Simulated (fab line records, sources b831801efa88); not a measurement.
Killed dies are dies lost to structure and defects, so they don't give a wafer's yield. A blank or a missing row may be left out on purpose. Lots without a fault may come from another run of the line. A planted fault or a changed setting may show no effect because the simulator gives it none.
fab line records | flow sky130
record lots=7 wafers=21 last_day=50
route steps=708 shown SD_P@359 RES_XHIGH@360 SALICIDE@361 LI_CONTACT@362
lots that met no fault: from a run of the same line without faults
start_h: hours from the record's first day to the start of the lot's first wafer shown | wait_h: hours since the lot's step before | " the same as in the row above | L1.1+2: a row that stands for several wafers | - no value, or no start given | * or withheld: withheld | < > ~ a bound
route shown NAME@n: a module of which the file shows steps, and the number in the route of the first | usual: mean/standard deviation of fault-free wafers | same: alike in all rows | chamber/n: place in a boat | sites: the reading at each site | _std_site: their standard deviation | _edge_site: outer sites' mean less inner sites' | radius_mm: how far each site lies from the wafer's centre | mask NAME#n: copy n | behind: the tool/chamber that last shaped the wafer | hold: why the lot was held/for how many hours/how that ended | device: the transistor (n, p or np) that didn't switch | end of line: the same wafers' tests at the end of the route | a step without rows: its recipe alone | killed: dies lost to structure and defects at the first sort, not the wafer's yield | map: a wafer's dies, x killed, . not, _ none there
set.NAME: the setting as run; set.NAME@STEP: as run at that earlier step | model.NAME: the simulator's own value behind a step, which no gauge read
lots at some steps of the route; a table a step, a row a wafer
services: from which hour (start_h, from the record's first day; less than 0 if before it) a tool's chamber was out of use, for how many hours, and why
## steps
# step SKY_SD_N_RS_MEAS_17
# recipe thk_meas_gauge=four-point-probe
# usual SD_P_RS=147.2/0.34
# columns lot.wafer tool chamber start_h wait_h SD_P_RS[ohm/sq]
L273.1 film_metro-03 - 724.52 0.1 146.9
L273.2 " - " " 146.6
L273.4 " - " " 146.5
L278.4 film_metro-03 - 753.41 0.1 146.7
L278.5 " - " " 146.9
L278.6 " - " " 146.6
L279.2 film_metro-03 - 767.12 0.1 148.0
L279.4 " - " " 147.2
L279.5 " - " " 147.7
L280.3 film_metro-02 - 789.33 0.1 147.6
L280.4 " - " " 147.8
L280.6 " - " " 147.2
L283.2 film_metro-04 - 817.54 0.1 147.0
L283.3 " - " " 146.7
L283.5 " - " " 146.9
L284.1 film_metro-03 - 819.55 0.1 147.2
L284.3 " - " " 147.1
L284.4 " - " " 146.9
L287.2 film_metro-04 - 821.27 0.1 147.2
L287.4 " - " " 146.4
L287.5 " - " " 147.4
# step SKY_SD_N_RS_MEAS_18
# recipe thk_meas_gauge=four-point-probe
# usual RES_XHIGH_RS=329.8/1.3
# columns lot.wafer tool chamber start_h wait_h RES_XHIGH_RS[ohm/sq]
L273.1 film_metro-03 - 724.64 0.1 328.9
L273.2 " - " " 329.0
L273.4 " - " " 329.9
L278.4 film_metro-03 - 753.53 0.1 333.1
L278.5 " - " " 332.1
L278.6 " - " " 329.7
L279.2 film_metro-03 - 767.24 0.1 332.7
L279.4 " - " " 331.5
L279.5 " - " " 332.3
L280.3 film_metro-02 - 789.45 0.1 330.1
L280.4 " - " " 330.4
L280.6 " - " " 330.4
L283.2 film_metro-04 - 817.66 0.1 330.6
L283.3 " - " " 331.1
L283.5 " - " " 331.1
L284.1 film_metro-03 - 819.67 0.1 329.8
L284.3 " - " " 330.6
L284.4 " - " " 328.0
L287.2 film_metro-04 - 821.39 0.1 329.5
L287.4 " - " " 328.9
L287.5 " - " " 327.5
# step SKY_SALICIDE_CLEAN_00
# recipe chemistry=HF-last time_s=30 dilution=100:1 dry=ipa_marangoni
# step SKY_LI_CONTACT_HDPCVD_00
# recipe material=PSG target_thk_nm=930 sigma_open_frac=0.3 time_s=155 temp_c=600 sih4_flow_sccm=60 pressure_mtorr=6
# step SKY_LI_CONTACT_THK_MEAS_01
# recipe reads=PSG_of_LI_CONTACT_HDPCVD_00
# usual LI_CONTACT_HDPCVD_THK=923/12
# columns lot.wafer tool chamber start_h wait_h LI_CONTACT_HDPCVD_THK[nm]
L273.1 film_metro-03 - 724.88 0.1 927
L273.2 " - " " 916
L273.4 " - " " 937
L278.4 film_metro-02 - 753.79 0.1 924
L278.5 " - " " 930
L278.6 " - " " 920
L279.2 film_metro-04 - 767.47 0.1 928
L279.4 " - " " 927
L279.5 " - " " 923
L280.3 film_metro-02 - 789.67 0.1 919
L280.4 " - " " 917
L280.6 " - " " 899
L283.2 film_metro-04 - 817.89 0.1 926
L283.3 " - " " 935
L283.5 " - " " 927
L284.1 film_metro-02 - 819.91 0.1 905
L284.3 " - " " 906
L284.4 " - " " 914
L287.2 film_metro-02 - 821.62 0.1 935
L287.4 " - " " 932
L287.5 " - " " 932
# step SKY_LI_CONTACT_CMP_02
# recipe material=PSG down_force_psi=4 platen_rpm=60 pad_velocity_m_s=0.94248
# usual motor_current_A=12.6/0.92 time_to_endpoint_s=32.5/3
# columns lot.wafer tool chamber start_h wait_h motor_current_A time_to_endpoint_s
L273.4 cmp-01 3 724.94 0.0 11.4 31.5
L273.1 " 0 " " 12.3 32.4
L273.2 " 1 " " 12.3 30.4
L278.4 cmp-02 2 753.92 0.1 13.4 32.7
L278.6 " 0 " " 11.7 29.8
L278.5 " 1 " " 12.7 38.1
L279.4 cmp-02 0 767.57 0.1 12.5 34.0
L279.2 " 1 " " 12.3 37.3
L279.5 " 3 " " 13.1 31.7
L280.3 cmp-02 1 789.71 0.0 12.0 30.7
L280.4 " 0 " " 12.2 27.1
L280.6 " 1 " " 12.8 30.9
L283.2 cmp-01 0 818.03 0.1 12.8 34.8
L283.3 " 1 " " 11.8 33.8
L283.5 " 1 " " 12.5 32.0
L284.1 cmp-01 1 820.02 0.1 12.1 27.7
L284.3 " 2 " " 11.6 31.0
L284.4 " 3 " " 11.3 31.0
L287.2 cmp-02 1 821.72 0.1 12.4 37.2
L287.4 " 2 " " 14.4 30.5
L287.5 " 1 " " 12.4 34.6
# step SKY_LI_CONTACT_BOW_MEAS_03
# recipe mode=bow
# usual LI_CONTACT_BOW=57/6.7
# columns lot.wafer tool chamber start_h wait_h LI_CONTACT_BOW[um]
L273.1 film_metro-04 - 725.24 0.2 55
L273.2 " - " " 63
L273.4 " - " " 56
L278.4 film_metro-03 - 754.18 0.2 55
L278.5 " - " " 57
L278.6 " - " " 53
L279.2 film_metro-04 - 767.84 0.2 46
L279.4 " - " " 58
L279.5 " - " " 61
L280.3 film_metro-04 - 790.05 0.3 73
L280.4 " - " " 62
L280.6 " - " " 55
L283.2 film_metro-03 - 818.35 0.3 68
L283.3 " - " " 60
L283.5 " - " " 66
L284.1 film_metro-02 - 820.27 0.2 61
L284.3 " - " " 66
L284.4 " - " " 59
L287.2 film_metro-02 - 821.99 0.2 62
L287.4 " - " " 58
L287.5 " - " " 63
# step SKY_LI_CONTACT_DEHYDRATE_04
# recipe temp_c=200 time_s=60
# step SKY_LI_CONTACT_HMDS_05
# recipe prime_time_s=60 prime_temp_c=120
# step SKY_LI_CONTACT_COAT_06
# recipe resist=BARC temp_c=withheld time_s=withheld spin_rpm=3000 resist_thk_nm=60
# step SKY_LI_CONTACT_COAT_07
# recipe resist=KrF-thick spin_rpm=3000 resist_thk_nm=450
# step SKY_LI_CONTACT_SOFTBAKE_08
# recipe temp_c=100 time_s=90 resist=KrF-thick
# step SKY_LI_CONTACT_EXPOSE_09
# recipe mask_id=LICM1 na=0.8 source_shape=annular sigma_inner=0.55 sigma_outer=0.85 target_cd_nm=170 dose_mj=38.89
# usual exposure_dose_mJ_cm2=37.97/0.041 focus_offset_nm=-0.1/0.53 sigma_inner=0.55/0
# columns lot.wafer tool chamber start_h wait_h mask exposure_dose_mJ_cm2 focus_offset_nm sigma_inner
L273.1 krf_scanner-01 0 738.54 - LICM1#0 37.93 0.0 0.55
L273.2 " 0 " " LICM1#0 37.98 -0.3 0.55
L273.4 " 0 " " LICM1#0 37.99 0.0 0.55
L278.4 krf_scanner-02 - 766.92 - LICM1#0 - - -
L278.5 " - " " LICM1#0 - - -
L278.6 " - " " LICM1#0 - - -
L279.2 krf_scanner-01 - 782.33 - LICM1#0 - - -
L279.4 " - " " LICM1#0 - - -
L279.5 " - " " LICM1#0 - - -
L280.3 krf_scanner-01 - 803.81 - LICM1#0 - - -
L280.4 " - " " LICM1#0 - - -
L280.6 " - " " LICM1#0 - - -
L283.2 krf_scanner-01 0 831.33 - LICM1#0 37.94 1.0 0.55
L283.3 " 0 " " LICM1#0 38.01 0.6 0.55
L283.5 " 0 " " LICM1#0 38.01 0.6 0.55
L284.1 krf_scanner-01 0 833.92 - LICM1#0 37.89 0.2 0.55
L284.3 " 0 " " LICM1#0 37.92 0.8 0.55
L284.4 " 0 " " LICM1#0 37.96 -1.1 0.55
L287.2 krf_scanner-02 0 836.28 - LICM1#0 37.96 -0.5 0.55
L287.4 " 0 " " LICM1#0 37.99 0.7 0.55
L287.5 " 0 " " LICM1#0 37.95 -0.2 0.55
# step SKY_LI_CONTACT_PEB_10
# recipe peb_temp_c=withheld peb_time_s=withheld resist=KrF-thick
## services
# columns tool chamber start_h hours kind
cmp-02 - 715.51 4.3 pm
krf_scanner-02 - 738.01 1.3 pm
krf_scanner-01 - 743.31 1.0 pm
cmp-01 - 744.00 4.0 pm
cmp-02 - 746.48 0.5 repair
krf_scanner-02 - 747.04 1.0 pm
cmp-01 - 748.00 - consumable_replace:conditioner
cmp-01 - 748.00 - consumable_replace:pad
cmp-01 - 756.23 6.3 pm
krf_scanner-01 - 767.21 0.8 pm
krf_scanner-02 0 770.05 - calibration
cmp-01 - 786.59 7.0 pm
krf_scanner-02 - 794.75 0.8 pm
cmp-01 - 799.33 0.7 repair
cmp-01 - 804.46 1.1 repair
krf_scanner-01 - 806.13 1.3 pm
krf_scanner-01 0 809.80 - calibration
krf_scanner-02 - 826.63 1.7 repair
cmp-02 - 832.09 5.0 repair
cmp-01 - 835.17 0.3 repair
## key
first_sign step=SKY_LI_CONTACT_EXPOSE_09 reading=tool_record direction=missing
effect none on later readings
met_at SKY_LI_CONTACT_EXPOSE_09
struck_wafers L278.4,L278.5,L278.6,L279.2,L279.4,L279.5,L280.3,L280.4,L280.6
later_rows_left_out L278.4,L278.5,L278.6,L279.2,L279.4,L279.5,L280.3,L280.4,L280.6
sort_left_out L278.4,L278.5,L278.6,L279.2,L279.4,L279.5,L280.3,L280.4,L280.6
tester_left_out L278,L279,L280
onset_between 738.54 766.92
fault kind=skipped_step_whole tool=krf_scanner-01,krf_scanner-02 chamber=- onset_h=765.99 steps=SKY_LI_CONTACT_EXPOSE_09 scope=struck_lots_only
# tester_left_out: of these lots the tester's yield and bins aren't shown, on N5 and GAA mostly nor the transistor test; their killed dies are dies lost to structure and defects alone, not to doping, threshold or leakage, so they don't give the yield
# sort_left_out: the simulated sort isn't trusted on such a fault, so these wafers' sort isn't shown, and their yield isn't known
# later_rows_left_out: the simulator's readings of these wafers behind a module that went badly wrong aren't trusted and aren't shown, but for the sort
